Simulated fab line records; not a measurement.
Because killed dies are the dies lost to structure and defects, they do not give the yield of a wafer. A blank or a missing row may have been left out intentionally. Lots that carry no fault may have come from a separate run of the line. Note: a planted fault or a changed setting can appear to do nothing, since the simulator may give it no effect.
Which tool was responsible? / flow sky130 / 30 wafers from 10 lots sampled at 3 of the route's 708 steps

WHAT THE GAUGES READ, wafer by wafer
SKY_VIA4_RS_MEAS_19: uses a four-point probe to measure.
lot=L757; measured=day 42 09:39; on=filmMetro-01; VIA4_W_RS (ohm/sq)=0.2216 0.2197 0.2213
lot=L758; measured=day 42 16:46; on=filmMetro-03; VIA4_W_RS (ohm/sq)=0.2271 0.2268 0.2308
lot=L759; measured=day 43 00:41; on=filmMetro-01; VIA4_W_RS (ohm/sq)=0.2267 0.2214 0.2273
lot=L764; measured=day 44 16:58; on=filmMetro-03; VIA4_W_RS (ohm/sq)=0.2272 0.1416 0.1426
lot=L766; measured=day 45 20:23; on=filmMetro-02; VIA4_W_RS (ohm/sq)=0.1417 0.2270 0.1427
lot=L770; measured=day 46 05:01; on=filmMetro-03; VIA4_W_RS (ohm/sq)=0.2283 0.2257 0.2251
lot=L775; measured=day 47 06:51; on=filmMetro-01; VIA4_W_RS (ohm/sq)=0.2265 0.2249 0.2267
lot=L777; measured=day 47 19:46; on=filmMetro-03; VIA4_W_RS (ohm/sq)=0.2255 0.2263 0.2272
lot=L778; measured=day 48 03:46; on=filmMetro-02; VIA4_W_RS (ohm/sq)=0.2245 0.2248 0.2235
lot=L780; measured=day 48 11:35; on=filmMetro-01; VIA4_W_RS (ohm/sq)=0.2229 0.2239 0.2246

WHAT TOOL EACH LOT RAN ON (gives the tool, then ch and the chambers of the sampled wafers, and finally the start)
lot=L757; SKY_METAL4_SPUTTER_03=pvdSputter-03, day 39 06:15; SKY_VIA4_CVD_18=cvdW-01 ch 0,1, day 42 09:31
lot=L758; SKY_METAL4_SPUTTER_03=pvdSputter-02, day 39 12:47; SKY_VIA4_CVD_18=cvdW-02 ch 0,1, day 42 16:37
lot=L759; SKY_METAL4_SPUTTER_03=pvdSputter-03, day 39 22:49; SKY_VIA4_CVD_18=cvdW-02 ch 0,1, day 43 00:32
lot=L764; SKY_METAL4_SPUTTER_03=pvdSputter-03, day 41 16:55; SKY_VIA4_CVD_18=cvdW-02 ch 0,1, day 44 16:49
lot=L766; SKY_METAL4_SPUTTER_03=pvdSputter-04, day 42 21:13; SKY_VIA4_CVD_18=cvdW-02 ch 0,1, day 45 20:14
lot=L770; SKY_METAL4_SPUTTER_03=pvdSputter-04, day 43 11:34; SKY_VIA4_CVD_18=cvdW-01 ch 0,1, day 46 04:52
lot=L775; SKY_METAL4_SPUTTER_03=pvdSputter-02, day 44 15:46; SKY_VIA4_CVD_18=cvdW-01 ch 0,1, day 47 06:41
lot=L777; SKY_METAL4_SPUTTER_03=pvdSputter-02, day 45 04:11; SKY_VIA4_CVD_18=cvdW-01 ch 0,1, day 47 19:35
lot=L778; SKY_METAL4_SPUTTER_03=pvdSputter-04, day 45 13:53; SKY_VIA4_CVD_18=cvdW-02 ch 0,1, day 48 03:37
lot=L780; SKY_METAL4_SPUTTER_03=pvdSputter-04, day 45 21:17; SKY_VIA4_CVD_18=cvdW-01 ch 0,1, day 48 11:25
- SKY_METAL4_SPUTTER_03: material Ti, target thk 5 nm, time 3.3 s.
- SKY_VIA4_CVD_18: deposits W, target thk 505 nm, time 152.14 s.

THE ANSWER, worked out from the rows above alone
Rule: what is usual is taken from the lots themselves. The widest of any qualifying gaps counts: lots, ordered by their means at a reading, are off when they make up no more than a third of the lots, leave a main group of 4 or more, and stand apart from it by 3 or more times the standard deviation of that group's means. If all means in a main group match to the digits the tables above print for the reading, that group is not used. Also off: a lot with no number at a reading for which 4 or more lots have one. The other lots that the step has rows for count as sound.
Off: L764, L766, seen at SKY_VIA4_RS_MEAS_19 (VIA4_W_RS). Main group: mean 0.2251 ohm/sq, sd 0.0021.
A tool fits if, at a process step before that reading, it ran every lot that is off, and no sound lot after the first of them. The gauges at SKY_VIA4_RS_MEAS_19 are tried like those tools. Of those tried, none fits.

WHAT THE SIMULATOR HAD PUT IN
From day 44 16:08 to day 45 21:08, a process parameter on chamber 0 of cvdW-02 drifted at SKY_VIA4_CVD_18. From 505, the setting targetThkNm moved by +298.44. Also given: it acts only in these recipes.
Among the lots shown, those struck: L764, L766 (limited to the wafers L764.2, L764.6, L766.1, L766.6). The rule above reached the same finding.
